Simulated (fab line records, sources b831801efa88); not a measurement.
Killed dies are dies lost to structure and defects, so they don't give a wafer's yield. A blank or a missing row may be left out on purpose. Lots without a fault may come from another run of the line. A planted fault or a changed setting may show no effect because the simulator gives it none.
Which tool did it? | flow gf180mcu | 13 lots, 38 wafers sampled, at 5 steps of a route of 602

WHAT THE GAUGES READ, wafer by wafer
GF_V4_RS_MEAS_24: measures by four-point-probe.
lot  | measured     | on            | V4_W_RS (ohm/sq)
L300 | day 24 15:52 | film_metro-04 | 0.336 0.334 0.331
L301 | day 25 02:58 | film_metro-04 | 0.327 0.329 0.328
L302 | day 25 06:47 | film_metro-01 | 0.331 0.334 0.333
L303 | day 25 22:40 | film_metro-02 | 0.324 0.324 0.320
L305 | day 26 07:07 | film_metro-01 | 0.326 0.331 0.332
L307 | day 27 06:34 | film_metro-01 | 0.336 0.339 0.335
L310 | day 28 00:20 | film_metro-02 | 0.332 0.329 0.327
L312 | day 28 23:19 | film_metro-01 | 0.331 0.330
L313 | day 29 15:08 | film_metro-02 | 0.337 0.325 0.325
L318 | day 30 03:04 | film_metro-04 | 0.325 0.315 0.316
L321 | day 30 20:00 | film_metro-01 | 0.327 0.327 0.328
L322 | day 31 00:59 | film_metro-01 | 0.324 0.323 0.320
L323 | day 31 04:07 | film_metro-04 | 0.331 0.332 0.329

GF_V4_THK_MEAS_25: measures by xrf.
lot  | measured     | on            | V4_W_THK (nm)
L300 | day 24 15:59 | film_metro-04 | 346 346 351
L301 | day 25 03:05 | film_metro-04 | 358 354 355
L302 | day 25 06:53 | film_metro-01 | 353 350 353
L303 | day 25 22:47 | film_metro-02 | 360 359 364
L305 | day 26 07:13 | film_metro-01 | 357 349 349
L307 | day 27 06:40 | film_metro-01 | 345 340 346
L310 | day 28 00:28 | film_metro-02 | 352 355 357
L312 | day 28 23:25 | film_metro-01 | 351 353
L313 | day 29 15:16 | film_metro-02 | 341 352 352
L318 | day 30 03:11 | film_metro-04 | 357 370 367
L321 | day 30 20:07 | film_metro-01 | 356 354 356
L322 | day 31 01:07 | film_metro-01 | 356 355 362
L323 | day 31 04:13 | film_metro-04 | 352 348 350

GF_V5_THK_MEAS_03.
lot  | measured     | on            | V5_CVD_02_THK (nm)
L300 | day 26 11:37 | film_metro-01 | 1444 1457 1496
L301 | day 26 22:47 | film_metro-01 | 1442 1480 1470
L302 | day 27 02:17 | film_metro-03 | 1469 1492 1483
L303 | day 27 16:46 | film_metro-01 | 1472 1422 1501
L305 | day 28 02:05 | film_metro-03 | 1437 1491 1503
L307 | day 29 00:00 | film_metro-04 | 1434 1464 1475
L310 | day 29 16:53 | film_metro-01 | 1433 1474 1461
L312 | day 30 15:25 | film_metro-03 | 1449 1046
L313 | day 31 06:07 | film_metro-01 | 1045 1387 1445
L318 | day 31 17:04 | film_metro-01 | 1417 1427 1452
L321 | day 32 09:19 | film_metro-04 | 1424 1475 1432
L322 | day 32 13:31 | film_metro-01 | 1419 1467 1439
L323 | day 32 17:10 | film_metro-03 | 1467 1453 1498

WHICH TOOL RAN EACH LOT (tool, then ch and the chambers of the sampled wafers, then the start)
lot  | GF_M5_ETCH_09                      | GF_V5_CVD_02
L300 | rie_diel-04 ch 2,3, day 26 10:43   | pecvd-04 ch 0,1,2, day 26 11:31
L301 | rie_diel-04 ch 1,2,3, day 26 21:50 | pecvd-01 ch 0,2, day 26 22:40
L302 | rie_diel-01 ch 0,3, day 27 01:20   | pecvd-04 ch 0,1, day 27 02:10
L303 | rie_diel-04 ch 0,1,3, day 27 15:52 | pecvd-03 ch 0,1, day 27 16:39
L305 | rie_diel-03 ch 0,1,2, day 28 01:10 | pecvd-03 ch 0,1,2, day 28 01:58
L307 | rie_diel-04 ch 0,2,3, day 28 23:04 | pecvd-04 ch 0,1, day 28 23:53
L310 | rie_diel-01 ch 1,3, day 29 15:58   | pecvd-01 ch 0,2, day 29 16:47
L312 | rie_diel-04 ch 0,3, day 30 14:28   | pecvd-01 ch 0,1, day 30 15:18
L313 | rie_diel-01 ch 0,1, day 31 05:10   | pecvd-01 ch 0,1,2, day 31 06:00
L318 | rie_diel-01 ch 2,3, day 31 16:10   | pecvd-03 ch 1,2, day 31 16:58
L321 | rie_diel-04 ch 0,1,2, day 32 08:25 | pecvd-03 ch 0,1,2, day 32 09:13
L322 | rie_diel-04 ch 1,3, day 32 12:37   | pecvd-04 ch 0,2, day 32 13:24
L323 | rie_diel-01 ch 1,2, day 32 16:07   | pecvd-03 ch 0,1, day 32 17:02
- GF_M5_ETCH_09: etches Si3N4 in CF4/O2, target depth 52 nm, time 11.6 s.
- GF_V5_CVD_02: deposits SiO2 from TEOS, target thk 1450 nm, time 163.28 s.

WHAT THE TOOLS THEMSELVES READ (means of the sampled wafers that have a number; where no wafer has one, the mark that the record gives instead)
GF_M5_ETCH_09.
lot  | tool        | bias_w (W) | drypump_motor_current_A (A) | oes_product_au (a.u.) | throttle_valve_pct (%)
L300 | rie_diel-04 | 150.2      | 6.1                         | 1.010                 | 5.967
L301 | rie_diel-04 | 150.2      | 5.8                         | 0.995                 | 5.966
L302 | rie_diel-01 | 149.2      | 5.9                         | 0.997                 | 5.977
L303 | rie_diel-04 | 150.0      | 5.5                         | 1.009                 | 5.978
L305 | rie_diel-03 | 150.6      | 5.9                         | 1.012                 | 5.980
L307 | rie_diel-04 | 150.2      | 5.9                         | 1.009                 | 5.971
L310 | rie_diel-01 | 149.9      | 5.2                         | 0.991                 | 5.967
L312 | rie_diel-04 | 149.9      | 5.8                         | 1.006                 | 5.982
L313 | rie_diel-01 | 150.4      | 6.2                         | 1.008                 | 5.975
L318 | rie_diel-01 | 150.0      | 5.6                         | 0.994                 | 5.965
L321 | rie_diel-04 | 150.0      | 5.6                         | 0.979                 | 5.964
L322 | rie_diel-04 | 150.2      | 5.7                         | 1.003                 | 5.971
L323 | rie_diel-01 | 150.0      | 5.9                         | 1.004                 | 5.962

GF_V5_CVD_02.
lot  | tool     | heater_power_outer_w (W) | heater_power_w (W)
L300 | pecvd-04 | 394                      | 663
L301 | pecvd-01 | 284                      | 515
L302 | pecvd-04 | 355                      | 625
L303 | pecvd-03 | 389                      | 721
L305 | pecvd-03 | 331                      | 617
L307 | pecvd-04 | 334                      | 611
L310 | pecvd-01 | 304                      | 538
L312 | pecvd-01 | 364                      | 610
L313 | pecvd-01 | 336                      | 576
L318 | pecvd-03 | 337                      | 630
L321 | pecvd-03 | 388                      | 677
L322 | pecvd-04 | 401                      | 679
L323 | pecvd-03 | 401                      | 728

THE ANSWER, worked out from the rows above alone
Rule: what is usual is taken from the lots themselves. Put in order of their means at a reading, lots are off if they are a third of the lots or fewer, leave a main group of 4 or more, and stand apart from it by a gap of 3 or more times the standard deviation of the main group's means; of several such gaps the widest counts. A main group whose means are all the same, to the digits that the tables above print for the reading, isn't used. A lot without any number at a reading at which 4 lots or more have one is off too. The other lots that the step has rows for count as sound. The gauges are gone through in route order, then the tools' own readings, and for those a lot's mean is taken as printed above. The first step at which some lot is off is used, and at that step the reading that is off furthest; a lot without a number counts as furthest.
Off: L312, L313, at GF_V5_THK_MEAS_03 (V5_CVD_02_THK). The main group: mean 1460 nm, standard deviation 15.
A tool fits if, at a process step before that reading, it ran every lot that is off, and no sound lot after the first of them. The gauges at GF_V5_THK_MEAS_03 are tried like those tools. One fits: pecvd-01 at GF_V5_CVD_02. Its last sound lot is L310 (day 29 16:47), its first lot that is off L312 (day 30 15:18): a fault that began between those two fits.

WHAT THE SIMULATOR HAD PUT IN
Process parameter drift: pecvd-01, from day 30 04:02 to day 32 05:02, at GF_V5_CVD_02. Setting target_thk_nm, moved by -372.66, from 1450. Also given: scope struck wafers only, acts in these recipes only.
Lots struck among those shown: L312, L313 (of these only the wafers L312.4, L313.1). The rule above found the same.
